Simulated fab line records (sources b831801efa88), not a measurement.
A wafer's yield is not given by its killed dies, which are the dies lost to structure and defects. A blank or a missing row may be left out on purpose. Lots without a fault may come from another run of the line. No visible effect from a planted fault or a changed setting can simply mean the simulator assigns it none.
Matching of chambers + flow gf180mcu + 4 sister chambers for GF_V5_ETCH_16 on rie_diel-04
The step etches BARC in N2/H2. 4 wafers are shown with their chamber, then 8 later ones without.

== WAFERS WITH THEIR CHAMBER ==
| wafer  | chamber | drypump_motor_current_A (A) |
|--------|---------|-----------------------------|
| L084.1 | 2       | 4.8                         |
| L085.4 | 1       | 5.7                         |
| L085.6 | 3       | 5.3                         |
| L091.1 | 0       | 4.8                         |

== WAFERS WITH NO CHAMBER GIVEN ==
| wafer  | drypump_motor_current_A (A) |
|--------|-----------------------------|
| L091.4 | 5.3                         |
| L091.5 | 4.8                         |
| L093.2 | 5.3                         |
| L093.4 | 4.8                         |
| L093.5 | 5.3                         |
| L096.1 | 5.3                         |
| L096.2 | 4.7                         |
| L096.3 | 5.7                         |

== WHICH CHAMBER EACH WENT THROUGH ==
| wafer  | from the rows above     | in truth |
|--------|-------------------------|----------|
| L091.4 | 3                       | 3        |
| L091.5 | can't be placed: 0 or 2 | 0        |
| L093.2 | 3                       | 3        |
| L093.4 | can't be placed: 0 or 2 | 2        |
| L093.5 | 3                       | 3        |
| L096.1 | 3                       | 3        |
| L096.2 | can't be placed: 0 or 2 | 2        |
| L096.3 | 1                       | 1        |
5 of 8 placed correctly. Can't be placed from these rows: 3 (the true chamber is among the candidates in 3). Number placed wrongly: 0.
How it was worked out, from the rows above alone: a wafer's distance from a chamber is the root of the sum, over the readings, of the square of ((its reading less the chamber's mean) divided by the reading's scatter). The wafer belongs to the nearest chamber; if the next one is less than 2 further off, it can't be placed. For every chamber, the mean is computed from those of its wafers that are shown. The scatter: with one shown wafer a chamber, the root of the mean of the squares of how far each hidden wafer lies from its nearest shown one.
